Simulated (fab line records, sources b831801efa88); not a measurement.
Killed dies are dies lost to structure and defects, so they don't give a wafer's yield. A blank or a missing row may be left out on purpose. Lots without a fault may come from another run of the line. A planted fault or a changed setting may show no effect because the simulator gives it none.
Which tool did it? | flow sky130 | 14 lots, 41 wafers sampled, at 4 steps of a route of 708

WHAT THE GAUGES READ, wafer by wafer
SKY_RES_XHIGH_TW_MEAS_09.
lot  | measured     | on            | RES_XHIGH_TW
L434 | day 26 06:57 | film_metro-02 | 1652 1652 1655
L435 | day 26 08:44 | film_metro-03 | 1634 1640 1638
L436 | day 26 14:25 | film_metro-02 | 1657 1661 1666
L442 | day 28 21:20 | film_metro-02 | 1638 1646
L445 | day 29 21:56 | film_metro-04 | 1657 1659 1664
L447 | day 30 08:12 | film_metro-04 | 1659 1651 1661
L448 | day 30 16:24 | film_metro-04 | 1658 1662 1655
L450 | day 31 13:38 | film_metro-04 | 1661 1661 1667
L451 | day 31 18:32 | film_metro-03 | 1637 1628 1638
L454 | day 32 23:20 | film_metro-03 | 1652 1647 1636
L453 | day 33 01:11 | film_metro-03 | 1643 1635 1645
L455 | day 33 10:27 | film_metro-03 | 1640 1646 1645
L456 | day 33 12:38 | film_metro-04 | 1654 1660 1656
L457 | day 33 15:01 | film_metro-04 | 1656 1657 1654

SKY_LI_CONTACT_BOW_MEAS_03.
lot  | measured     | on            | LI_CONTACT_BOW (um)
L434 | day 27 14:04 | film_metro-02 | 61 51 57
L435 | day 27 15:28 | film_metro-02 | 53 60 56
L436 | day 27 21:21 | film_metro-04 | 50 48 51
L442 | day 30 02:40 | film_metro-04 | 57 45
L445 | day 31 02:51 | film_metro-03 | 52 54 41
L447 | day 31 12:09 | film_metro-04 | 56 59 66
L448 | day 31 19:40 | film_metro-04 | 40 68 60
L450 | day 32 17:21 | film_metro-04 | 61 59 58
L451 | day 32 21:28 | film_metro-02 | 57 54 57
L454 | day 34 02:46 | film_metro-04 | 60 56 46
L453 | day 34 04:58 | film_metro-02 | 62 61 63
L455 | day 34 14:11 | film_metro-02 | 54 62 42
L456 | day 34 16:09 | film_metro-02 | 64 47 60
L457 | day 34 19:02 | film_metro-04 | 45 46 49

SKY_CONTACT_BOW_MEAS_05.
lot  | measured     | on            | CONTACT_BOW (um)
L434 | day 30 01:49 | film_metro-02 | 85 75 82
L435 | day 30 02:35 | film_metro-03 | 80 87 83
L436 | day 30 08:11 | film_metro-02 | 75 74 74
L442 | day 32 10:07 | film_metro-03 | 79 67
L445 | day 33 09:44 | film_metro-01 | 80 81 69
L447 | day 33 19:05 | film_metro-02 | 84 87 95
L448 | day 34 02:56 | film_metro-01 | 66 95 87
L450 | day 35 01:22 | film_metro-02 | 86 83 83
L451 | day 35 04:28 | film_metro-02 | 81 79 81
L454 | day 36 10:38 | film_metro-01 | 84 80 69
L453 | day 36 12:46 | film_metro-01 | 89 89 90
L455 | day 36 22:02 | film_metro-03 | 77 86 67
L456 | day 37 00:33 | film_metro-02 | 90 74 85
L457 | day 37 03:18 | film_metro-03 | 68 70 72

WHICH TOOL RAN EACH LOT (tool, then ch and the chambers of the sampled wafers, then the start)
lot  | SKY_LOCAL_INTERCONNECT_METAL_ETCH_14
L434 | rie_metal-03 ch 0,1, day 30 00:30
L435 | rie_metal-04 ch 0,1, day 30 01:21
L436 | rie_metal-03 ch 0,1, day 30 07:01
L442 | rie_metal-04 ch 0,1, day 32 08:55
L445 | rie_metal-04 ch 1, day 33 08:25
L447 | rie_metal-03 ch 0,1, day 33 17:47
L448 | rie_metal-01 ch 0,1, day 34 01:19
L450 | rie_metal-01 ch 0,1, day 35 00:09
L451 | rie_metal-03 ch 0,1, day 35 03:15
L454 | rie_metal-03 ch 1, day 36 09:19
L453 | rie_metal-04 ch 0,1, day 36 11:28
L455 | rie_metal-03 ch 0,1, day 36 20:35
L456 | rie_metal-03 ch 0,1, day 36 22:37
L457 | rie_metal-04 ch 0,1, day 37 01:44
- SKY_LOCAL_INTERCONNECT_METAL_ETCH_14: etches TiN in Cl2/BCl3, stops on PSG, target depth 110 nm, time 31.4 s.

WHAT THE TOOLS THEMSELVES READ (means of the sampled wafers that have a number; where no wafer has one, the mark that the record gives instead)
SKY_LOCAL_INTERCONNECT_METAL_ETCH_14.
lot  | tool         | drypump_motor_current_A (A) | oes_product_au (a.u.) | run_length_s (s) | throttle_valve_pct (%)
L434 | rie_metal-03 | 5.7                         | 0.944                 | 59.53            | 21.904
L435 | rie_metal-04 | 5.2                         | 0.948                 | 59.69            | 21.905
L436 | rie_metal-03 | 5.7                         | 0.938                 | 59.46            | 21.901
L442 | rie_metal-04 | 5.2                         | 0.913                 | 60.66            | 21.915
L445 | rie_metal-04 | 5.0                         | 0.936                 | 60.37            | 21.898
L447 | rie_metal-03 | 5.7                         | 0.942                 | 59.92            | 21.899
L448 | rie_metal-01 | 6.2                         | 0.938                 | 59.10            | 21.902
L450 | rie_metal-01 | 6.0                         | 0.936                 | 59.38            | 21.899
L451 | rie_metal-03 | 5.7                         | 0.955                 | 59.67            | 21.890
L454 | rie_metal-03 | 5.4                         | 0.947                 | 59.43            | 21.896
L453 | rie_metal-04 | 5.3                         | 0.954                 | 59.58            | 21.886
L455 | rie_metal-03 | 5.7                         | 0.925                 | 59.71            | 21.919
L456 | rie_metal-03 | 6.1                         | 0.938                 | 59.44            | 21.891
L457 | rie_metal-04 | 5.3                         | 0.947                 | 59.53            | 21.898

THE ANSWER, worked out from the rows above alone
Rule: what is usual is taken from the lots themselves. Put in order of their means at a reading, lots are off if they are a third of the lots or fewer, leave a main group of 4 or more, and stand apart from it by a gap of 3 or more times the standard deviation of the main group's means; of several such gaps the widest counts. A main group whose means are all the same, to the digits that the tables above print for the reading, isn't used. A lot without any number at a reading at which 4 lots or more have one is off too. The other lots that the step has rows for count as sound. The gauges are gone through in route order, then the tools' own readings, and for those a lot's mean is taken as printed above. The first step at which some lot is off is used, and at that step the reading that is off furthest; a lot without a number counts as furthest.
No lot is off at any reading shown: from this, nothing can be told.

WHAT THE SIMULATOR HAD PUT IN
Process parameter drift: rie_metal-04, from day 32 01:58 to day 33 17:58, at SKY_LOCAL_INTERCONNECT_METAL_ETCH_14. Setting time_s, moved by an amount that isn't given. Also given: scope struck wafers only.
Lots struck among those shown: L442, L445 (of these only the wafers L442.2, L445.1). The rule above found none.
